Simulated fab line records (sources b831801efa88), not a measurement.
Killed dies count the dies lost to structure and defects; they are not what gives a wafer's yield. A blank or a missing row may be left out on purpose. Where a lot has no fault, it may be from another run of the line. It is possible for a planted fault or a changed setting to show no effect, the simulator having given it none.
Struck lot and sound lot, side by side ; flow gf180mcu ; 36 steps out of a route of 602
Sound: these wafers, L404.1, L404.2, L404.6. The struck wafers were L398.2, L398.5, L398.6. At the end, the cause is stated.
At each step with rows: each side's tool, then ch and its chambers, then its first start. Under that, the readings that differ: sound wafers ; struck wafers ; difference of the means ; sigmas: that difference in standard deviations of wafers without a fault.
alike: words and numbers the same on both sides, and readings whose means are apart by under 2 such deviations; not compared: readings that were withheld, readings missing a value for some wafer, numbers with overlapping values and no deviation given by the record, and bounds like >300 which may hide the same value.
A row with sigmas, a row that says differs or no value, or rows on one side alone: a step with any of these is where the two part. When numbers do not overlap yet have no deviation, they are printed without sigmas and do not part them. Lack of a reading on every wafer of one side parts them only where that side has two or more wafers.

first, 2 steps without rows for these wafers: GF_M2_PEB_12 (peb time 90 s); GF_M2_DEVELOP_13 (develop time 60 s).
GF_M2_CD_MEAS_14: the cd target is 280 nm.
  sound on cd_sem-02, day 25 00:14; struck on cd_sem-01, day 23 04:42
  alike: cd_nm
GF_M2_OVL_MEAS_15:
  sound on overlay-02, day 25 00:22; struck on overlay-01, day 23 04:49
  alike: M2_OVL
then, 5 steps without rows for these wafers: GF_M2_METAL_ETCH_16 (etches the open film in Cl2/BCl3, stops on SiO2, target depth 750.8 nm, time 125.1 s); GF_M2_STRIP_17 (strips in O2/N2); GF_M2_STRIP_18 (strips in post etch residue remover, time 1200 s); GF_M2_CLEAN_19 (cleans in DIW); GF_V2_CVD_00 (deposits SiO2, target thk 600 nm, time 100 s).
GF_V2_THK_MEAS_01:
  sound on film_metro-04, day 25 01:08; struck on film_metro-02, day 23 05:44
  alike: V2_CVD_00_THK
then, 1 step without rows for these wafers: GF_V2_CVD_02 (deposits SiO2 from TEOS, target thk 850 nm, time 94.851 s).
GF_V2_THK_MEAS_03:
  sound on film_metro-03, day 25 01:16; struck on film_metro-03, day 23 05:51
  alike: V2_CVD_02_THK
GF_V2_CMP_04: polishes SiO2.
  sound on cmp-02 ch 0,1,3, day 25 01:24; struck on cmp-01 ch 0,1,3, day 23 06:00
reading;sound;struck;difference;sigmas
time_to_endpoint_s (s);84 87 91;57 64 65;-25;-5
model.SiO2_of_V2_CVD_02.thk_nm (nm);635.7 633 635;696.7 697.7 697.1;+62.6;
  alike: motor_current_A, platen_rpm
GF_V2_BOW_MEAS_05:
  sound on film_metro-04, day 25 01:42; struck on film_metro-02, day 23 06:13
  alike: V2_BOW
then, 8 steps without rows for these wafers: GF_V2_DEHYDRATE_06 (time 60 s); GF_V2_HMDS_07 (prime time 60 s); GF_V2_COAT_08; GF_V2_COAT_09 (resist thk 1000 nm); GF_V2_SOFTBAKE_10 (time 60 s); GF_V2_EXPOSE_11 (exposes mask Via2, target cd 260 nm); GF_V2_PEB_12 (peb time 90 s); GF_V2_DEVELOP_13 (develop time 60 s).
GF_V2_CD_MEAS_14: the cd target is 260 nm.
  sound on cd_sem-02, day 25 23:07; struck on cd_sem-01, day 24 03:41
  alike: cd_nm
GF_V2_OVL_MEAS_15:
  sound on overlay-02, day 25 23:14; struck on overlay-01, day 24 03:47
  alike: V2_OVL
then, 1 step without rows for these wafers: GF_V2_ETCH_16 (etches BARC in N2/H2).
GF_V2_ETCH_17: etches SiO2 in C4F8/O2/Ar, stops on TiN, target depth 630 nm.
  sound on rie_diel-04 ch 2,3; struck on rie_diel-01 ch 1,2
reading;sound;struck;difference;sigmas
oes_product_au (a.u.);0.860 0.860 0.857;0.907 0.910 0.903;+0.048;+12
model.etch.depth_nm (nm);635.7 633 635;696.7 697.7 697.1;+62.6;
model.V2.feature_depth_nm (nm);635.7 633 635;696.7 697.7 697.1;+62.6;
GF_V2_STRIP_18: strips in O2/N2.
  sound on plasma_asher-01 ch 0,1, day 25 23:24; struck on plasma_asher-02 ch 0,1, day 24 03:57
  alike: drypump_motor_current_A, heater_power_w, oes_product_au, platen_temp_c
  not compared: rf_hours_counter_h
then, 2 steps without rows for these wafers: GF_V2_STRIP_19 (strips in post etch residue remover, time 1200 s); GF_V2_CLEAN_20 (cleans in DIW).
GF_V2_SPUTTER_21: material Ti, target thk 15 nm, time 80.02 s.
  sound on pvd_sputter-04, day 25 23:56; struck on pvd_sputter-02, day 24 04:32
  alike: throttle_valve_pct
GF_V2_SPUTTER_22: material TiN, target thk 10 nm, time 40 s.
  sound on pvd_sputter-04, day 26 00:00; struck on pvd_sputter-02, day 24 04:35
  alike: throttle_valve_pct
GF_V2_CVD_23: deposits W, target thk 350 nm, time 104.94 s.
  sound on cvd_w-02 ch 0,1, day 26 00:02; struck on cvd_w-02 ch 0,1, day 24 04:38
  alike: heater_power_w
GF_V2_RS_MEAS_24: measures by four-point-probe.
  sound on film_metro-03, day 26 00:09; struck on film_metro-03, day 24 04:46
  alike: V2_W_RS
GF_V2_THK_MEAS_25: measures by xrf.
  sound on film_metro-03, day 26 00:16; struck on film_metro-03, day 24 04:52
  alike: V2_W_THK
GF_V2_CMP_26: polishes, stops on SiO2, t overpolish 15 s, target thk 0 nm.
  sound on cmp-02 ch 1,2, day 26 00:20; struck on cmp-02 ch 1,2,3, day 24 05:01
reading;sound;struck;difference;sigmas
model.SiO2_of_V2_CVD_02.thk_nm (nm);631.9 629.3 631.2;692.9 693.9 693.3;+62.6;
  alike: motor_current_A, platen_rpm
GF_M3_SPUTTER_00: material Ti, target thk 37.5 nm, time 150 s.
  sound on pvd_sputter-01, day 26 00:38; struck on pvd_sputter-04, day 24 05:13
  alike: throttle_valve_pct

## WHERE THEY PART
Earliest at GF_V2_CMP_04; latest, in this record, at GF_V2_ETCH_17. Later steps at which nothing parts them and some readings are alike: GF_V2_STRIP_18, GF_V2_SPUTTER_21, GF_V2_SPUTTER_22, GF_V2_CVD_23, GF_V2_RS_MEAS_24, GF_V2_THK_MEAS_25, GF_V2_CMP_26, GF_M3_SPUTTER_00.

WHY: whatever the simulator had introduced
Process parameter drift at GF_V2_CMP_04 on cmp-01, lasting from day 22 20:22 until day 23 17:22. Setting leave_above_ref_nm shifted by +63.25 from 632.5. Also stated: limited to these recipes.
